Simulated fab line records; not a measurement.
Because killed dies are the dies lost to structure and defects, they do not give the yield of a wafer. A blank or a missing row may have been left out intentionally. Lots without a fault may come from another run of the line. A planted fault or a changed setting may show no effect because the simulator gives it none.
Which of the tools did it? | flow gf180mcu | 14 lots with 42 wafers sampled at 5 steps, on a route of 602 steps

WHAT THE GAUGES READ, wafer by wafer
GF_MIM_THK_MEAS_11: measures by xrf.
lot  | measured     | on           | MIM_ALCU_THK (nm)
L137 | day 24 18:10 | filmMetro-01 | 202.1 200.1 201.0
L138 | day 24 19:47 | filmMetro-02 | 202.9 201.4 201.5
L139 | day 25 15:43 | filmMetro-04 | 202.1 203.2 202.8
L143 | day 26 16:38 | filmMetro-01 | 201.2 203.2 201.6
L144 | day 27 03:03 | filmMetro-02 | 199.4 202.9 199.9
L150 | day 28 16:40 | filmMetro-04 | 201.1 199.8 199.1
L151 | day 28 19:06 | filmMetro-01 | 199.8 201.0 197.3
L154 | day 30 04:10 | filmMetro-01 | 198.9 201.0 199.5
L155 | day 30 06:02 | filmMetro-01 | 203.0 203.4 201.5
L156 | day 30 09:07 | filmMetro-04 | 201.9 199.4 201.1
L157 | day 30 12:31 | filmMetro-02 | 204.1 204.4 205.3
L158 | day 31 00:31 | filmMetro-04 | 203.5 199.7 200.7
L159 | day 31 03:01 | filmMetro-01 | 203.0 201.2 199.0
L160 | day 31 22:18 | filmMetro-01 | 199.1 200.0 202.0

GF_PASSIVATION_THK_MEAS_03.
lot  | measured     | on           | PASSIVATION_CVD_02_THK (nm)
L137 | day 28 10:11 | filmMetro-02 | 700 695 705
L138 | day 28 11:43 | filmMetro-01 | 695 706 704
L139 | day 29 04:13 | filmMetro-02 | 702 711 720
L143 | day 30 04:11 | filmMetro-02 | 884 696 704
L144 | day 30 13:16 | filmMetro-03 | 903 697 722
L150 | day 32 00:44 | filmMetro-03 | 700 705 711
L151 | day 32 01:59 | filmMetro-02 | 685 692 688
L154 | day 33 05:06 | filmMetro-01 | 709 708 713
L155 | day 33 06:45 | filmMetro-01 | 700 710 707
L156 | day 33 11:44 | filmMetro-03 | 693 689 714
L157 | day 33 14:10 | filmMetro-03 | 694 714 706
L158 | day 33 22:28 | filmMetro-02 | 708 692 714
L159 | day 33 23:42 | filmMetro-03 | 706 713 705
L160 | day 34 16:59 | filmMetro-03 | 705 701 717

WHICH TOOL RAN EACH LOT (tool, then ch and the chambers of the sampled wafers, then the start)
lot  | GF_V4_ETCH_17                                | GF_TOP_METAL_STRIP_17               | GF_PASSIVATION_CVD_02
L137 | rieDiel-01 ch 1,2, day 24 18:10 or earlier   | plasmaAsher-01 ch 0,1, day 28 09:13 | pecvd-02 ch 0,1,2, day 28 09:54
L138 | rieDiel-01 ch 1,3, day 24 19:47 or earlier   | plasmaAsher-01 ch 1, day 28 10:43   | pecvd-02 ch 1,2, day 28 11:25
L139 | rieDiel-01 ch 1,3, day 25 15:43 or earlier   | plasmaAsher-01 ch 0,1, day 29 03:13 | pecvd-03 ch 1,2, day 29 03:55
L143 | rieDiel-03 ch 1,2, day 26 16:38 or earlier   | plasmaAsher-02 ch 0,1, day 30 03:13 | pecvd-03 ch 0,2, day 30 03:53
L144 | rieDiel-03 ch 1,3, day 27 03:03 or earlier   | plasmaAsher-01 ch 0,1, day 30 12:18 | pecvd-03 ch 0,2, day 30 12:58
L150 | rieDiel-04 ch 0,1,3, day 28 16:40 or earlier | plasmaAsher-03 ch 0,1, day 31 23:36 | pecvd-02 ch 1,2, day 32 00:18
L151 | rieDiel-04 ch 2,3, day 28 19:06 or earlier   | plasmaAsher-01 ch 0,1, day 32 00:49 | pecvd-02 ch 1,2, day 32 01:31
L154 | rieDiel-01 ch 0,2,3, day 30 04:10 or earlier | plasmaAsher-03 ch 0,1, day 33 04:09 | pecvd-01 ch 1,2, day 33 04:47
L155 | rieDiel-03 ch 0,2,3, day 30 06:02 or earlier | plasmaAsher-03 ch 0,1, day 33 05:48 | pecvd-03 ch 1,2, day 33 06:26
L156 | rieDiel-01 ch 0,1,3, day 30 09:07 or earlier | plasmaAsher-03 ch 0,1, day 33 10:28 | pecvd-02 ch 0,1,2, day 33 11:26
L157 | rieDiel-03 ch 2,3, day 30 12:31 or earlier   | plasmaAsher-03 ch 0,1, day 33 12:35 | pecvd-02 ch 1,2, day 33 13:52
L158 | rieDiel-04 ch 0,2,3, day 31 00:31 or earlier | plasmaAsher-01 ch 0,1, day 33 21:25 | pecvd-03 ch 0,1,2, day 33 22:11
L159 | rieDiel-04 ch 1,2, day 31 03:01 or earlier   | plasmaAsher-02 ch 0,1, day 33 22:45 | pecvd-02 ch 0,1, day 33 23:23
L160 | rieDiel-01 ch 1,2,3, day 31 22:18 or earlier | plasmaAsher-01 ch 0,1, day 34 16:02 | pecvd-02 ch 0,2, day 34 16:42
- GF_V4_ETCH_17: etches SiO2 in C4F8/O2/Ar, stops on TiN, target depth 630 nm.
- GF_TOP_METAL_STRIP_17: strips in O2/N2.
- GF_PASSIVATION_CVD_02: deposits Si3N4, target thk 700 nm, time 486.18 s.

WHAT THE TOOLS THEMSELVES READ (means of the sampled wafers that have a number; where no wafer has one, the mark that the record gives instead)
GF_V4_ETCH_17.
lot  | tool       | oesProductAu (a.u.)
L137 | rieDiel-01 | 0.853
L138 | rieDiel-01 | 0.854
L139 | rieDiel-01 | 0.852
L143 | rieDiel-03 | 0.855
L144 | rieDiel-03 | 0.851
L150 | rieDiel-04 | 0.856
L151 | rieDiel-04 | 0.855
L154 | rieDiel-01 | 0.854
L155 | rieDiel-03 | 0.861
L156 | rieDiel-01 | 0.857
L157 | rieDiel-03 | 0.857
L158 | rieDiel-04 | 0.854
L159 | rieDiel-04 | 0.855
L160 | rieDiel-01 | 0.856

GF_TOP_METAL_STRIP_17.
lot  | tool           | drypumpMotorCurrentA (A) | heaterPowerW (W) | oesProductAu (a.u.) | stripTimeToEndpointS (s)
L137 | plasmaAsher-01 | 6.0                      | 347              | 0.716               | 13.03
L138 | plasmaAsher-01 | 6.2                      | 363              | 0.711               | 13.01
L139 | plasmaAsher-01 | 6.1                      | 356              | 0.707               | 12.80
L143 | plasmaAsher-02 | 6.4                      | 344              | 0.708               | 12.75
L144 | plasmaAsher-01 | 6.1                      | 358              | 0.709               | 12.80
L150 | plasmaAsher-03 | 5.3                      | 427              | 0.707               | 12.95
L151 | plasmaAsher-01 | 6.1                      | 359              | 0.711               | 12.84
L154 | plasmaAsher-03 | 5.3                      | 426              | 0.717               | 12.80
L155 | plasmaAsher-03 | 5.5                      | 406              | 0.709               | 12.96
L156 | plasmaAsher-03 | 5.3                      | 417              | 0.706               | 12.86
L157 | plasmaAsher-03 | 5.3                      | 424              | 0.710               | 12.96
L158 | plasmaAsher-01 | 6.1                      | 357              | 0.707               | 12.81
L159 | plasmaAsher-02 | 6.4                      | 348              | 0.707               | 12.92
L160 | plasmaAsher-01 | 6.1                      | 343              | 0.712               | 12.91

GF_PASSIVATION_CVD_02.
lot  | tool     | heaterPowerW (W)
L137 | pecvd-02 | 773
L138 | pecvd-02 | 752
L139 | pecvd-03 | 808
L143 | pecvd-03 | 665
L144 | pecvd-03 | 766
L150 | pecvd-02 | 755
L151 | pecvd-02 | 782
L154 | pecvd-01 | 550
L155 | pecvd-03 | 797
L156 | pecvd-02 | 774
L157 | pecvd-02 | 670
L158 | pecvd-03 | 750
L159 | pecvd-02 | 730
L160 | pecvd-02 | 650

THE ANSWER, worked out from the rows above alone
Rule: what is usual is taken from the lots themselves. The widest of any qualifying gaps counts: lots, ordered by their means at a reading, are off when they make up no more than a third of the lots, leave a main group of 4 or more, and stand apart from it by 3 or more times the standard deviation of that group's means. If all means in a main group match to the digits the tables above print for the reading, that group is not used. Also off: a lot with no number at a reading for which 4 or more lots have one. Where the step has rows for the other lots, those lots are counted as sound. After the gauges, taken in route order, come the tools' own readings; for these a lot's mean is taken, as printed above. The first step at which some lot is off is used, and at that step the reading that is off furthest; a lot without a number counts as furthest.
Off: L143, L144, seen at GF_PASSIVATION_THK_MEAS_03 (PASSIVATION_CVD_02_THK). Main group: mean 704 nm, sd 5.9.
If a tool, at a process step before that reading, ran all the lots that are off and no sound lot after the first of them, it fits. The gauges at GF_PASSIVATION_THK_MEAS_03 are tried like those tools. GF_V4_ETCH_17: start missing for some lots; hours and lot order therefore follow GF_MIM_THK_MEAS_11. Of those tried, none fits.

WHAT THE SIMULATOR HAD INSERTED
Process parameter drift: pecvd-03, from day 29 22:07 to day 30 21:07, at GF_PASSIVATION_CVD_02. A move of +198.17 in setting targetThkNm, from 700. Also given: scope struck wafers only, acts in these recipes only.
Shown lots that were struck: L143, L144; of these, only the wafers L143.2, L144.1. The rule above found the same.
